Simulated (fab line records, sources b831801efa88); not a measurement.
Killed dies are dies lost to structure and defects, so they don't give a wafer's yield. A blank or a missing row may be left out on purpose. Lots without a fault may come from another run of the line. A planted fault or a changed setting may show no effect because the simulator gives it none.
Which tool did it? | flow gf180mcu | 14 lots, 42 wafers sampled, at 4 steps of a route of 602

WHAT THE GAUGES READ, wafer by wafer
GF_MIM_RS_MEAS_10: measures by four-point-probe. Usual: MIM_ALCU_RS 0.1608 ohm/sq, standard deviation 0.0015.
lot  | measured     | on            | MIM_ALCU_RS (ohm/sq) | flag
L783 | day 24 12:08 | film_metro-04 | 0.1579 0.1585 0.1585 |
L785 | day 25 06:28 | film_metro-03 | 0.1602 0.1617 0.1627 |
L786 | day 25 15:27 | film_metro-03 | 0.1624 0.1631 0.1629 |
L787 | day 25 23:20 | film_metro-03 | 0.1595 0.1590 0.1615 |
L788 | day 26 09:32 | film_metro-03 | 0.1607 0.1608 0.1592 |
L792 | day 27 16:39 | film_metro-04 | 0.1577 0.1591 0.1578 |
L793 | day 28 03:34 | film_metro-03 | 0.1614 0.1604 0.1609 |
L795 | day 28 15:16 | film_metro-03 | 0.1613 0.1617 0.1612 |
L796 | day 28 18:50 | film_metro-04 | 0.1598 0.1586 0.1592 |
L798 | day 29 08:00 | film_metro-03 | 0.1613 0.1634 0.1617 |
L800 | day 29 23:41 | film_metro-04 | 0.1603 0.1612 0.1615 |
L803 | day 30 19:49 | film_metro-03 | 0.1610 0.1621 0.1626 |
L805 | day 31 06:44 | film_metro-03 | 0.1590 0.1610 0.1577 |
L806 | day 31 11:38 | film_metro-03 | 0.1602 0.1609 0.1607 |

GF_TOP_METAL_RS_MEAS_05: measures by four-point-probe. Usual: TOP_METAL_ALCU_RS 0.0339 ohm/sq, standard deviation 0.00043.
lot  | measured     | on            | TOP_METAL_ALCU_RS (ohm/sq) | flag
L783 | day 27 06:05 | film_metro-02 | 0.0341 0.0343 0.0344       |
L785 | day 28 00:56 | film_metro-04 | 0.0343 0.0343 0.0343       |
L786 | day 28 09:04 | film_metro-04 | 0.0341 0.0341 0.0340       |
L787 | day 28 15:40 | film_metro-04 | 0.0341 0.0339 0.0347       |
L788 | day 29 00:47 | film_metro-04 | 0.0340 0.0341 0.0336       |
L792 | day 30 06:59 | film_metro-02 | 0.0333 0.0339 0.0331       |
L793 | day 30 15:14 | film_metro-02 | 0.0343 0.0345 0.0345       |
L795 | day 31 03:34 | film_metro-02 | 0.0336 0.0340 0.0341       |
L796 | day 31 05:55 | film_metro-04 | 0.0334 0.0334 0.0334       |
L798 | day 31 18:43 | film_metro-04 | 0.0330 0.0330 0.0331       |
L800 | day 32 08:37 | film_metro-02 | 0.0339 0.0342 0.0338       |
L803 | day 33 02:45 | film_metro-04 | 0.0332 0.0335 0.0338       |
L805 | day 33 12:35 | film_metro-02 | 0.0346 0.0339 0.0343       |
L806 | day 33 16:57 | film_metro-02 | 0.0338 0.0338 0.0341       |

GF_TOP_METAL_THK_MEAS_06: measures by xrf. Usual: TOP_METAL_ALCU_THK 872 nm, standard deviation 13.
lot  | measured     | on            | TOP_METAL_ALCU_THK (nm) | flag
L783 | day 27 06:11 | film_metro-02 | 871 866 861             |
L785 | day 28 01:03 | film_metro-04 | 854 855 857             |
L786 | day 28 09:10 | film_metro-04 | 858 856 859             |
L787 | day 28 15:46 | film_metro-04 | 861 858 845             |
L788 | day 29 00:53 | film_metro-04 | 857 857 870             |
L792 | day 30 07:06 | film_metro-02 | 884 875 892             |
L793 | day 30 15:21 | film_metro-02 | 864 856 857             |
L795 | day 31 03:41 | film_metro-02 | 878 870 871             |
L796 | day 31 06:01 | film_metro-04 | 880 878 879             |
L798 | day 31 18:49 | film_metro-04 | 886 887 880             |
L800 | day 32 08:44 | film_metro-02 | 875 870 881             |
L803 | day 33 02:52 | film_metro-04 | 882 885 871             |
L805 | day 33 12:42 | film_metro-02 | 856 875 863             |
L806 | day 33 17:04 | film_metro-02 | 877 880 867             |

WHICH TOOL RAN EACH LOT (tool, then ch and the chambers of the sampled wafers, then the start)
lot  | GF_STI_CVD_03
L783 | lpcvd-01 ch 1, day 1 11:37
L785 | lpcvd-02 ch 0, day 1 22:26
L786 | lpcvd-02 ch 1, day 2 02:34
L787 | lpcvd-01 ch 1, day 2 07:34
L788 | lpcvd-01 ch 1, day 2 12:38
L792 | lpcvd-02 ch 1, day 3 08:34
L793 | lpcvd-02 ch 0, day 3 13:44
L795 | lpcvd-02 ch 1, day 3 23:34
L796 | lpcvd-01 ch 1, day 4 04:34
L798 | lpcvd-02 ch 1, day 4 14:43
L800 | lpcvd-01 ch 1, day 5 01:22
L803 | lpcvd-01 ch 0, day 5 16:19
L805 | lpcvd-01 ch 0, day 6 01:34
L806 | lpcvd-01 ch 1, day 6 06:34
- GF_STI_CVD_03: deposits Si3N4 from DCS/NH3, target thk 207.16 nm, time 3551 s.

WHAT THE TOOLS THEMSELVES READ (means of the sampled wafers that have a number; where no wafer has one, the mark that the record gives instead)
GF_STI_CVD_03. Usual: spike_tc_centre_C 770.3 C, standard deviation 1.1; spike_tc_upper_C 769.4 C, standard deviation 1.5; zone_power_lower_pct 12.7 %, standard deviation 0.66.
lot  | tool     | spike_tc_centre_C (C) | spike_tc_upper_C (C) | zone_power_lower_pct (%) | flag
L783 | lpcvd-01 | 770.3                 | 769.8                | 12.8                     |
L785 | lpcvd-02 | 771.2                 | 771.2                | 14.0                     |
L786 | lpcvd-02 | 770.7                 | 768.6                | 12.1                     |
L787 | lpcvd-01 | 770.2                 | 769.9                | 12.9                     |
L788 | lpcvd-01 | 771.2                 | 770.4                | 13.0                     |
L792 | lpcvd-02 | 770.8                 | 768.6                | 12.0                     |
L793 | lpcvd-02 | 770.7                 | 771.3                | 14.1                     |
L795 | lpcvd-02 | 770.6                 | 767.8                | 12.2                     |
L796 | lpcvd-01 | 770.8                 | 770.4                | 12.8                     |
L798 | lpcvd-02 | 770.5                 | 768.1                | 12.1                     |
L800 | lpcvd-01 | 771.6                 | 769.2                | 13.0                     |
L803 | lpcvd-01 | 769.5                 | 770.3                | 12.5                     |
L805 | lpcvd-01 | 769.4                 | 770.1                | 12.6                     |
L806 | lpcvd-01 | 770.5                 | 770.0                | 13.0                     |

THE ANSWER, worked out from the rows above alone
Rule: a lot is off if the mean of its wafers that have a number lies more than 3 standard deviations from the usual mean. A lot without any number at a reading at which 4 lots or more have one is off too. The other lots that the step has rows for count as sound. The gauges are gone through in route order, then the tools' own readings, and for those a lot's mean is taken as printed above. The first step at which some lot is off is used, and at that step the reading that is off furthest; a lot without a number counts as furthest.
No lot is off at any reading shown: from this, nothing can be told.

WHAT THE SIMULATOR HAD PUT IN
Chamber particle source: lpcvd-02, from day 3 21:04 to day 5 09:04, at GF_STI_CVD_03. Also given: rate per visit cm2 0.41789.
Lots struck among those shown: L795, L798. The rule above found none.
